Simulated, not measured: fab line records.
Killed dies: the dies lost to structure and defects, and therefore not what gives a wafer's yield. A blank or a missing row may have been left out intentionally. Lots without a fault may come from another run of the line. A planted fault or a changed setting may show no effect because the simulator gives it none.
2 desks, one fault || flow gf180mcu || each desk holds nothing but its own numbers, with what lay behind them at the end

TOOL OWNER'S DESK, pvd_sputter-04
The tool's own readings at GF_V5_SPUTTER_22 (material TiN, target thk 10 nm, time 40 s): means of the sampled wafers that have a number, for each lot that ran on this tool. A lot is out of limits, marked OUT, if its mean lies more than 4 standard deviations from the usual mean; the brackets give that distance.
Columns: A = cathode_dc_power_W at GF_V5_SPUTTER_22, usual 4000.0 W; B = throttle_valve_pct at GF_V5_SPUTTER_22, usual 29.4 %
{"lot": "L698", "first seen here": "day 30 17:36", "A": 3999.5, "B": 29.8}
{"lot": "L702", "first seen here": "day 31 14:13", "A": 3999.5, "B": 29.8}
This desk found nothing out of limits on any of the 2 lots.

METROLOGY DESK
Means of the sampled wafers that have a number, per lot and without regard to the tool the lot ran on: this is what the gauges read. A lot is out of limits, marked OUT, if its mean lies more than 4 standard deviations from the usual mean; the brackets give that distance.
Columns: A = cd_nm at GF_V5_CD_MEAS_14, usual 260.4 nm; B = V5_OVL at GF_V5_OVL_MEAS_15, usual 2 nm
{"lot": "L693", "first seen here": "day 28 11:55", "A": 260.1, "B": 0}
{"lot": "L698", "first seen here": "day 30 16:24", "A": 258.6, "B": 2}
{"lot": "L702", "first seen here": "day 31 13:20", "A": 259.9, "B": 1}
{"lot": "L710", "first seen here": "day 33 04:41", "A": 259.4, "B": 3}
{"lot": "L712", "first seen here": "day 33 14:22", "A": 260.8, "B": -3}
This desk found nothing out of limits on any of the 5 lots.

PUT TOGETHER
The desk of the tool owner found nothing out of limits.
At the metrology desk, nothing out of limits was observed.

WHAT THE SIMULATOR HAD INSERTED
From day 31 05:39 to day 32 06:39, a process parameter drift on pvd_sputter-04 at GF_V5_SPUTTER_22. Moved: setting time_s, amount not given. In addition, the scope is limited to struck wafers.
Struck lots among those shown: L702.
